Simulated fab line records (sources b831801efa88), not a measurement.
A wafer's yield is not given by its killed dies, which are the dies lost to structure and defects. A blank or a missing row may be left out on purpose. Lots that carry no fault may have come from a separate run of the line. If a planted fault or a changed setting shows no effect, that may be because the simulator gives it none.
What tool caused it? || flow sky130 || 19 wafers sampled from 7 lots at 1 step of a route of 708

== WHAT THE GAUGES SHOWED, per wafer ==
SKY_FIELD_ISO_THK_MEAS_23.
{"lot": "L666", "measured": "day 2 12:22", "on": "film metro-03", "FIELD_ISO_OXIDATION_01_THK (nm)": "10.09 10.08 10.05"}
{"lot": "L669", "measured": "day 3 04:55", "on": "film metro-04", "FIELD_ISO_OXIDATION_01_THK (nm)": "10.42 10.26 10.44"}
{"lot": "L671", "measured": "day 3 14:44", "on": "film metro-02", "FIELD_ISO_OXIDATION_01_THK (nm)": "9.69 9.67 9.77"}
{"lot": "L674", "measured": "day 4 07:05", "on": "film metro-03", "FIELD_ISO_OXIDATION_01_THK (nm)": "9.90 9.91"}
{"lot": "L680", "measured": "day 5 13:45", "on": "film metro-04", "FIELD_ISO_OXIDATION_01_THK (nm)": "10.05 9.87"}
{"lot": "L682", "measured": "day 6 01:12", "on": "film metro-04", "FIELD_ISO_OXIDATION_01_THK (nm)": "9.93 10.05 9.99"}
{"lot": "L688", "measured": "day 7 06:53", "on": "film metro-03", "FIELD_ISO_OXIDATION_01_THK (nm)": "10.35 10.08 10.17"}

== WHAT TOOL EACH LOT RAN ON (gives the tool, then ch and the chambers of the sampled wafers, and finally the start) ==
The record holds no process step before these readings.

== THE ANSWER, worked out from the rows above alone ==
Rule: usual is defined by the lots themselves. The widest of any qualifying gaps counts: lots, ordered by their means at a reading, are off when they make up no more than a third of the lots, leave a main group of 4 or more, and stand apart from it by 3 or more times the standard deviation of that group's means. Not used: any main group whose means are identical at the precision the tables above print for the reading. A lot without any number at a reading at which 4 lots or more have one is off too. Any other lot the step has rows for is counted as sound.
Nothing can be told from this: no lot is off at any reading shown.

== WHAT THE SIMULATOR HAD INSERTED ==
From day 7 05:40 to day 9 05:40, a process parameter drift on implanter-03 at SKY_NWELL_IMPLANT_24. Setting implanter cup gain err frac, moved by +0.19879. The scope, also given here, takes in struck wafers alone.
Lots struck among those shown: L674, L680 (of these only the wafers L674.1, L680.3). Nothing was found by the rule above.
